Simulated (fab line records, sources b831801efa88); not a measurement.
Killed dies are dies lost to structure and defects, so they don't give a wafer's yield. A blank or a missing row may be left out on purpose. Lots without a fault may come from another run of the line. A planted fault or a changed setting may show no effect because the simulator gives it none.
Which tool did it? | flow gf180mcu | 13 lots, 39 wafers sampled, at 4 steps of a route of 602

WHAT THE GAUGES READ, wafer by wafer
GF_NSD_CD_MEAS_07: target cd 400 nm. Usual: cd_nm 400.2 nm, standard deviation 2.2.
lot  | measured     | on        | cd_nm (nm)        | flag
L537 | day 13 15:09 | cd_sem-02 | 399.1 397.6 398.1 |
L539 | day 14 04:48 | cd_sem-02 | 398.6 399.8 401.8 |
L540 | day 14 16:37 | cd_sem-02 | 401.0 402.2 402.1 |
L541 | day 15 01:21 | cd_sem-02 | 400.0 400.5 405.5 |
L543 | day 15 16:15 | cd_sem-01 | 398.4 398.3 398.0 |
L544 | day 16 00:06 | cd_sem-01 | 400.7 400.2 398.1 |
L545 | day 16 10:49 | cd_sem-01 | 401.9 405.0 401.8 |
L549 | day 17 19:14 | cd_sem-01 | - - -             | OFF
L550 | day 18 02:17 | cd_sem-02 | 399.4 396.8 399.3 |
L553 | day 19 08:45 | cd_sem-01 | 401.8 400.1 401.2 |
L555 | day 19 20:34 | cd_sem-01 | 398.3 399.4 399.4 |
L558 | day 20 22:16 | cd_sem-01 | 398.6 398.5 398.3 |
L559 | day 21 06:46 | cd_sem-01 | 401.7 401.4 403.3 |

GF_NSD_TW_MEAS_12. Usual: NSD_TW 4238, standard deviation 38.
lot  | measured     | on            | NSD_TW         | flag
L537 | day 13 15:41 | film_metro-02 | 4190 4208 4184 |
L539 | day 14 05:22 | film_metro-04 | 4266 4239 4272 |
L540 | day 14 17:10 | film_metro-04 | 4231 4245 4237 |
L541 | day 15 01:54 | film_metro-04 | 4270 4266 4253 |
L543 | day 15 16:48 | film_metro-04 | 4246 4275 4253 |
L544 | day 16 00:40 | film_metro-04 | 4291 4260 4268 |
L545 | day 16 11:22 | film_metro-04 | 4289 4262 4269 |
L549 | day 17 19:46 | film_metro-01 | 30 30 30       | OFF
L550 | day 18 02:50 | film_metro-04 | 4252 4274 4292 |
L553 | day 19 09:18 | film_metro-04 | 4281 4253 4272 |
L555 | day 19 21:07 | film_metro-02 | 4187 4205 4168 |
L558 | day 20 22:49 | film_metro-04 | 4268 4265 4262 |
L559 | day 21 07:19 | film_metro-04 | 4284 4288 4281 |

WHICH TOOL RAN EACH LOT (tool, then ch and the chambers of the sampled wafers, then the start)
lot  | GF_POLY_GATE_STRIP_14                | GF_NSD_EXPOSE_04
L537 | plasma_asher-02 ch 0,1, day 9 11:43  | iline_stepper-01 ch 0, day 13 05:30
L539 | plasma_asher-02 ch 0, day 9 23:49    | iline_stepper-02 ch 0, day 13 19:11
L540 | plasma_asher-04 ch 0,1, day 10 08:30 | iline_stepper-02 ch 0, day 14 06:22
L541 | plasma_asher-02 ch 0,1, day 10 16:46 | iline_stepper-02 ch 0, day 14 15:04
L543 | plasma_asher-02 ch 0,1, day 11 02:45 | iline_stepper-01 ch 0, day 15 05:19
L544 | plasma_asher-02 ch 0,1, day 11 11:19 | iline_stepper-01 ch 0, day 15 13:39
L545 | plasma_asher-01 ch 0,1, day 11 20:06 | iline_stepper-01 ch 0, day 15 23:59
L549 | plasma_asher-02 ch 0,1, day 13 00:52 | iline_stepper-01 ch 0, day 17 08:02
L550 | plasma_asher-01 ch 0,1, day 13 07:20 | iline_stepper-01 ch 0, day 17 14:47
L553 | plasma_asher-02 ch 0,1, day 14 08:43 | iline_stepper-01 ch 0, day 18 20:36
L555 | plasma_asher-04 ch 0,1, day 14 18:52 | iline_stepper-02 ch 0, day 19 08:48
L558 | plasma_asher-04 ch 0,1, day 15 17:10 | iline_stepper-01 ch 0, day 20 10:05
L559 | plasma_asher-01 ch 0,1, day 16 02:19 | iline_stepper-01 ch 0, day 20 19:26
- GF_POLY_GATE_STRIP_14: strips in O2/N2.
- GF_NSD_EXPOSE_04: exposes mask Nplus, target cd 400 nm.

WHAT THE TOOLS THEMSELVES READ (means of the sampled wafers that have a number; where no wafer has one, the mark that the record gives instead)
GF_POLY_GATE_STRIP_14. Usual: drypump_motor_current_A 5.9 A, standard deviation 0.34; heater_power_w 348 W, standard deviation 20; oes_product_au 0.505 a.u., standard deviation 0.0042.
lot  | tool            | drypump_motor_current_A (A) | heater_power_w (W) | oes_product_au (a.u.) | flag
L537 | plasma_asher-02 | 5.8                         | 354                | 0.506                 |
L539 | plasma_asher-02 | 5.8                         | 357                | 0.503                 |
L540 | plasma_asher-04 | 5.9                         | 350                | 0.500                 |
L541 | plasma_asher-02 | 5.9                         | 358                | 0.501                 |
L543 | plasma_asher-02 | 5.8                         | 354                | 0.510                 |
L544 | plasma_asher-02 | 5.8                         | 350                | 0.505                 |
L545 | plasma_asher-01 | 5.8                         | 347                | 0.506                 |
L549 | plasma_asher-02 | 5.9                         | 361                | 0.504                 |
L550 | plasma_asher-01 | 6.2                         | 327                | 0.508                 |
L553 | plasma_asher-02 | 5.8                         | 353                | 0.504                 |
L555 | plasma_asher-04 | 5.8                         | 335                | 0.503                 |
L558 | plasma_asher-04 | 5.9                         | 343                | 0.507                 |
L559 | plasma_asher-01 | 5.8                         | 349                | 0.499                 |

THE ANSWER, worked out from the rows above alone
Rule: a lot is off if the mean of its wafers that have a number lies more than 3 standard deviations from the usual mean. A lot without any number at a reading at which 4 lots or more have one is off too. The other lots that the step has rows for count as sound. The gauges are gone through in route order, then the tools' own readings, and for those a lot's mean is taken as printed above. The first step at which some lot is off is used, and at that step the reading that is off furthest; a lot without a number counts as furthest.
Off: L549, at GF_NSD_CD_MEAS_07 (cd_nm). Without a number there: L549.
A tool fits if, at a process step before that reading, it ran every lot that is off, and no sound lot after the first of them. The gauges at GF_NSD_CD_MEAS_07 aren't tried: what is off there is off at GF_NSD_TW_MEAS_12 too, on other tools, and a gauge's error can't cause that. None of those tried fits.

WHAT THE SIMULATOR HAD PUT IN
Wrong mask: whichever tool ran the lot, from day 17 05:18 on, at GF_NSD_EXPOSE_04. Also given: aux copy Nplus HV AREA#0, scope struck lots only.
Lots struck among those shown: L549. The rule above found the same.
